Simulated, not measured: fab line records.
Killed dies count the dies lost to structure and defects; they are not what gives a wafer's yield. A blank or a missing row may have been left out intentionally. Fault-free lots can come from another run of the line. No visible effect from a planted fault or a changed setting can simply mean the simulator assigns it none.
The tool behind it: which one? || flow sky130 || 39 wafers from 13 lots sampled at 5 of the route's 708 steps

== WHAT THE GAUGES READ, wafer by wafer ==
SKY_VT_ADJUST_HVTR_TW_MEAS_11. Usual: VT_ADJUST_HVTR_TW 211.1, standard deviation 2.4.
{"lot": "L738", "measured": "day 9 11:44", "on": "film_metro-03", "VT_ADJUST_HVTR_TW": "207.7 207.2 207.7", "flag": ""}
{"lot": "L739", "measured": "day 9 15:37", "on": "film_metro-04", "VT_ADJUST_HVTR_TW": "215.4 213.9 215.5", "flag": ""}
{"lot": "L740", "measured": "day 10 01:03", "on": "film_metro-03", "VT_ADJUST_HVTR_TW": "209.6 209.2 210.0", "flag": ""}
{"lot": "L743", "measured": "day 10 23:17", "on": "film_metro-03", "VT_ADJUST_HVTR_TW": "209.8 209.4 209.1", "flag": ""}
{"lot": "L744", "measured": "day 11 04:46", "on": "film_metro-03", "VT_ADJUST_HVTR_TW": "208.4 206.9 208.4", "flag": ""}
{"lot": "L746", "measured": "day 11 23:06", "on": "film_metro-02", "VT_ADJUST_HVTR_TW": "211.3 212.7 213.1", "flag": ""}
{"lot": "L749", "measured": "day 12 19:37", "on": "film_metro-03", "VT_ADJUST_HVTR_TW": "164.1 165.2 164.0", "flag": "OFF"}
{"lot": "L752", "measured": "day 13 20:13", "on": "film_metro-04", "VT_ADJUST_HVTR_TW": "168.5 168.3 168.6", "flag": "OFF"}
{"lot": "L756", "measured": "day 14 23:58", "on": "film_metro-04", "VT_ADJUST_HVTR_TW": "213.8 212.6 212.0", "flag": ""}
{"lot": "L758", "measured": "day 15 21:52", "on": "film_metro-04", "VT_ADJUST_HVTR_TW": "213.8 214.2 212.4", "flag": ""}
{"lot": "L759", "measured": "day 16 05:33", "on": "film_metro-04", "VT_ADJUST_HVTR_TW": "213.9 213.9 213.5", "flag": ""}
{"lot": "L760", "measured": "day 16 15:20", "on": "film_metro-02", "VT_ADJUST_HVTR_TW": "210.8 211.9 211.3", "flag": ""}
{"lot": "L761", "measured": "day 16 17:10", "on": "film_metro-03", "VT_ADJUST_HVTR_TW": "209.0 208.7 208.1", "flag": ""}

SKY_SD_N_TW_MEAS_12. Usual: SD_N_TW 3971, standard deviation 42.
{"lot": "L738", "measured": "day 27 12:32", "on": "film_metro-01", "SD_N_TW": "3891 3912 3906", "flag": ""}
{"lot": "L739", "measured": "day 27 23:28", "on": "film_metro-01", "SD_N_TW": "3927 3910 3912", "flag": ""}
{"lot": "L740", "measured": "day 29 09:54", "on": "film_metro-01", "SD_N_TW": "3946 3943 3963", "flag": ""}
{"lot": "L743", "measured": "day 29 12:49", "on": "film_metro-04", "SD_N_TW": "4000 4012 4010", "flag": ""}
{"lot": "L744", "measured": "day 29 21:25", "on": "film_metro-04", "SD_N_TW": "4031 4035 4028", "flag": ""}
{"lot": "L746", "measured": "day 30 19:49", "on": "film_metro-04", "SD_N_TW": "4037 4056 4058", "flag": ""}
{"lot": "L749", "measured": "day 31 14:01", "on": "film_metro-01", "SD_N_TW": "3956 3944 3938", "flag": ""}
{"lot": "L752", "measured": "day 32 16:26", "on": "film_metro-04", "SD_N_TW": "3990 3999 4022", "flag": ""}
{"lot": "L756", "measured": "day 33 18:18", "on": "film_metro-02", "SD_N_TW": "3943 3956 3961", "flag": ""}
{"lot": "L758", "measured": "day 34 14:55", "on": "film_metro-01", "SD_N_TW": "3919 3932 3928", "flag": ""}
{"lot": "L759", "measured": "day 34 21:28", "on": "film_metro-04", "SD_N_TW": "3988 3997 3985", "flag": ""}
{"lot": "L760", "measured": "day 36 12:36", "on": "film_metro-01", "SD_N_TW": "3937 3931 3935", "flag": ""}
{"lot": "L761", "measured": "day 36 10:47", "on": "film_metro-02", "SD_N_TW": "3995 4005 4001", "flag": ""}

SKY_LI_CONTACT_CD_MEAS_12: the cd target is 170 nm. Usual: cd_nm reads 169.6 nm (standard deviation 1.8).
{"lot": "L738", "measured": "day 28 18:26", "on": "cd_sem-02", "cd_nm (nm)": "169.3 170.8 169.5", "flag": ""}
{"lot": "L739", "measured": "day 29 04:43", "on": "cd_sem-02", "cd_nm (nm)": "170.3 170.8 169.7", "flag": ""}
{"lot": "L740", "measured": "day 30 14:35", "on": "cd_sem-02", "cd_nm (nm)": "167.7 168.7 171.1", "flag": ""}
{"lot": "L743", "measured": "day 30 17:29", "on": "cd_sem-01", "cd_nm (nm)": "167.9 169.0 169.5", "flag": ""}
{"lot": "L744", "measured": "day 31 02:13", "on": "cd_sem-02", "cd_nm (nm)": "169.4 169.8 169.3", "flag": ""}
{"lot": "L746", "measured": "day 32 00:51", "on": "cd_sem-02", "cd_nm (nm)": "165.5 166.4 165.0", "flag": ""}
{"lot": "L749", "measured": "day 32 17:47", "on": "cd_sem-02", "cd_nm (nm)": "172.8 172.3 172.3", "flag": ""}
{"lot": "L752", "measured": "day 33 20:28", "on": "cd_sem-02", "cd_nm (nm)": "169.6 170.7 170.0", "flag": ""}
{"lot": "L756", "measured": "day 34 21:53", "on": "cd_sem-02", "cd_nm (nm)": "171.7 169.6 171.4", "flag": ""}
{"lot": "L758", "measured": "day 35 18:38", "on": "cd_sem-01", "cd_nm (nm)": "167.3 167.3 168.9", "flag": ""}
{"lot": "L759", "measured": "day 36 01:07", "on": "cd_sem-02", "cd_nm (nm)": "168.2 169.0 168.5", "flag": ""}
{"lot": "L760", "measured": "day 37 15:59", "on": "cd_sem-02", "cd_nm (nm)": "172.1 172.0 171.7", "flag": ""}
{"lot": "L761", "measured": "day 37 13:37", "on": "cd_sem-01", "cd_nm (nm)": "171.7 170.8 172.5", "flag": ""}

SKY_LOCAL_INTERCONNECT_CD_MEAS_11: the cd target is 170 nm. Usual: cd_nm reads 170.5 nm (standard deviation 1.7).
{"lot": "L738", "measured": "day 29 23:59", "on": "cd_sem-02", "cd_nm (nm)": "170.1 171.0 170.0", "flag": ""}
{"lot": "L739", "measured": "day 30 10:13", "on": "cd_sem-01", "cd_nm (nm)": "171.3 171.8 172.1", "flag": ""}
{"lot": "L740", "measured": "day 31 19:07", "on": "cd_sem-02", "cd_nm (nm)": "170.7 172.9 172.5", "flag": ""}
{"lot": "L743", "measured": "day 31 22:58", "on": "cd_sem-02", "cd_nm (nm)": "169.8 170.4 170.9", "flag": ""}
{"lot": "L744", "measured": "day 32 07:19", "on": "cd_sem-02", "cd_nm (nm)": "172.4 170.9 171.7", "flag": ""}
{"lot": "L746", "measured": "day 33 04:53", "on": "cd_sem-01", "cd_nm (nm)": "173.3 173.3 173.0", "flag": ""}
{"lot": "L749", "measured": "day 33 21:55", "on": "cd_sem-02", "cd_nm (nm)": "171.1 171.0 171.4", "flag": ""}
{"lot": "L752", "measured": "day 35 00:35", "on": "cd_sem-02", "cd_nm (nm)": "169.1 167.4 167.1", "flag": ""}
{"lot": "L756", "measured": "day 36 02:10", "on": "cd_sem-02", "cd_nm (nm)": "167.9 167.6 167.7", "flag": ""}
{"lot": "L758", "measured": "day 36 21:41", "on": "cd_sem-02", "cd_nm (nm)": "171.1 172.6 170.9", "flag": ""}
{"lot": "L759", "measured": "day 37 04:46", "on": "cd_sem-02", "cd_nm (nm)": "170.0 170.1 171.8", "flag": ""}
{"lot": "L760", "measured": "day 38 19:08", "on": "cd_sem-02", "cd_nm (nm)": "172.4 171.4 171.0", "flag": ""}
{"lot": "L761", "measured": "day 38 16:43", "on": "cd_sem-02", "cd_nm (nm)": "168.4 168.2 168.9", "flag": ""}

== WHAT TOOL EACH LOT RAN ON (gives the tool, then ch and the chambers of the sampled wafers, and finally the start) ==
{"lot": "L738", "SKY_VT_ADJUST_HVTR_IMPLANT_09": "implanter-04 ch 0, day 9 11:31"}
{"lot": "L739", "SKY_VT_ADJUST_HVTR_IMPLANT_09": "implanter-02 ch 0, day 9 15:23"}
{"lot": "L740", "SKY_VT_ADJUST_HVTR_IMPLANT_09": "implanter-04 ch 0, day 10 00:48"}
{"lot": "L743", "SKY_VT_ADJUST_HVTR_IMPLANT_09": "implanter-04 ch 0, day 10 23:02"}
{"lot": "L744", "SKY_VT_ADJUST_HVTR_IMPLANT_09": "implanter-01 ch 0, day 11 04:32"}
{"lot": "L746", "SKY_VT_ADJUST_HVTR_IMPLANT_09": "implanter-02 ch 0, day 11 22:51"}
{"lot": "L749", "SKY_VT_ADJUST_HVTR_IMPLANT_09": "implanter-02 ch 0, day 12 19:22"}
{"lot": "L752", "SKY_VT_ADJUST_HVTR_IMPLANT_09": "implanter-02 ch 0, day 13 19:59"}
{"lot": "L756", "SKY_VT_ADJUST_HVTR_IMPLANT_09": "implanter-04 ch 0, day 14 23:44"}
{"lot": "L758", "SKY_VT_ADJUST_HVTR_IMPLANT_09": "implanter-01 ch 0, day 15 21:39"}
{"lot": "L759", "SKY_VT_ADJUST_HVTR_IMPLANT_09": "implanter-04 ch 0, day 16 05:19"}
{"lot": "L760", "SKY_VT_ADJUST_HVTR_IMPLANT_09": "implanter-04 ch 0, day 16 15:07"}
{"lot": "L761", "SKY_VT_ADJUST_HVTR_IMPLANT_09": "implanter-01 ch 0, day 16 16:55"}
- SKY_VT_ADJUST_HVTR_IMPLANT_09

== WHAT THE TOOLS THEMSELVES READ (means of the sampled wafers that have a number; where no wafer has one, the mark that the record gives instead) ==
SKY_VT_ADJUST_HVTR_IMPLANT_09. Usual: beam_on_s 9.99 s, standard deviation 0.21; dose_ions_cm2 2.1004e+12, standard deviation 2.2e+09; faraday_current_uA 11.85, standard deviation 0.25.
{"lot": "L738", "tool": "implanter-04", "beam_on_s (s)": 9.87, "dose_ions_cm2": 2.0993e+12, "faraday_current_uA": 11.96, "flag": ""}
{"lot": "L739", "tool": "implanter-02", "beam_on_s (s)": 9.93, "dose_ions_cm2": 2.1006e+12, "faraday_current_uA": 11.92, "flag": ""}
{"lot": "L740", "tool": "implanter-04", "beam_on_s (s)": 9.94, "dose_ions_cm2": 2.0991e+12, "faraday_current_uA": 11.91, "flag": ""}
{"lot": "L743", "tool": "implanter-04", "beam_on_s (s)": 9.97, "dose_ions_cm2": 2.0997e+12, "faraday_current_uA": 11.85, "flag": ""}
{"lot": "L744", "tool": "implanter-01", "beam_on_s (s)": 10.04, "dose_ions_cm2": 2.1004e+12, "faraday_current_uA": 11.81, "flag": ""}
{"lot": "L746", "tool": "implanter-02", "beam_on_s (s)": 10.07, "dose_ions_cm2": 2.1000e+12, "faraday_current_uA": 11.78, "flag": ""}
{"lot": "L749", "tool": "implanter-02", "beam_on_s (s)": 9.83, "dose_ions_cm2": 8.8597e+11, "faraday_current_uA": 5.08, "flag": "OFF"}
{"lot": "L752", "tool": "implanter-02", "beam_on_s (s)": 9.84, "dose_ions_cm2": 8.8600e+11, "faraday_current_uA": 5.06, "flag": "OFF"}
{"lot": "L756", "tool": "implanter-04", "beam_on_s (s)": 10.00, "dose_ions_cm2": 2.0999e+12, "faraday_current_uA": 11.89, "flag": ""}
{"lot": "L758", "tool": "implanter-01", "beam_on_s (s)": 9.87, "dose_ions_cm2": 2.1009e+12, "faraday_current_uA": 12.02, "flag": ""}
{"lot": "L759", "tool": "implanter-04", "beam_on_s (s)": 9.98, "dose_ions_cm2": 2.0957e+12, "faraday_current_uA": 11.88, "flag": ""}
{"lot": "L760", "tool": "implanter-04", "beam_on_s (s)": 9.95, "dose_ions_cm2": 2.0999e+12, "faraday_current_uA": 11.87, "flag": ""}
{"lot": "L761", "tool": "implanter-01", "beam_on_s (s)": 9.89, "dose_ions_cm2": 2.1004e+12, "faraday_current_uA": 11.98, "flag": ""}

== THE ANSWER, worked out from the rows above alone ==
Rule: a lot is off if the mean of its wafers that have a number lies more than 3 standard deviations from the usual mean. Also off: a lot with no number at a reading for which 4 or more lots have one. Where the step has rows for the other lots, those lots are counted as sound. After the gauges, taken in route order, come the tools' own readings; for these a lot's mean is taken, as printed above. At the first step where some lot is off, the reading lying furthest off is the one used; lots without a number count as furthest.
Off: L749, L752, seen at SKY_VT_ADJUST_HVTR_TW_MEAS_11 (VT_ADJUST_HVTR_TW).
If a tool, at a process step before that reading, ran all the lots that are off and no sound lot after the first of them, it fits. The gauges at SKY_VT_ADJUST_HVTR_TW_MEAS_11 aren't tried: what is off there is off at SKY_VT_ADJUST_HVTR_IMPLANT_09 too, on other tools, and a gauge's error can't cause that. One candidate fits, namely implanter-02 at SKY_VT_ADJUST_HVTR_IMPLANT_09. Its last sound lot is L746 (day 11 22:51), its first lot that is off L749 (day 12 19:22): a fault that began between those two fits.
The tool's own readings at SKY_VT_ADJUST_HVTR_IMPLANT_09 bear it out: on the lots that are off they differ by more than 5 times the standard deviation of the sound lots' means. dose_ions_cm2 reads 8.8598e+11 there against 2.0996e+12 on the sound lots; faraday_current_uA reads 5.07 there against 11.90 on the sound lots.

== WHAT HAD BEEN PUT IN BY THE SIMULATOR ==
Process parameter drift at SKY_VT_ADJUST_HVTR_IMPLANT_09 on implanter-02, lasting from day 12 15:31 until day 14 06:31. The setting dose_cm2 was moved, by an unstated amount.
Shown lots that were struck: L749, L752. Same finding as the rule above.
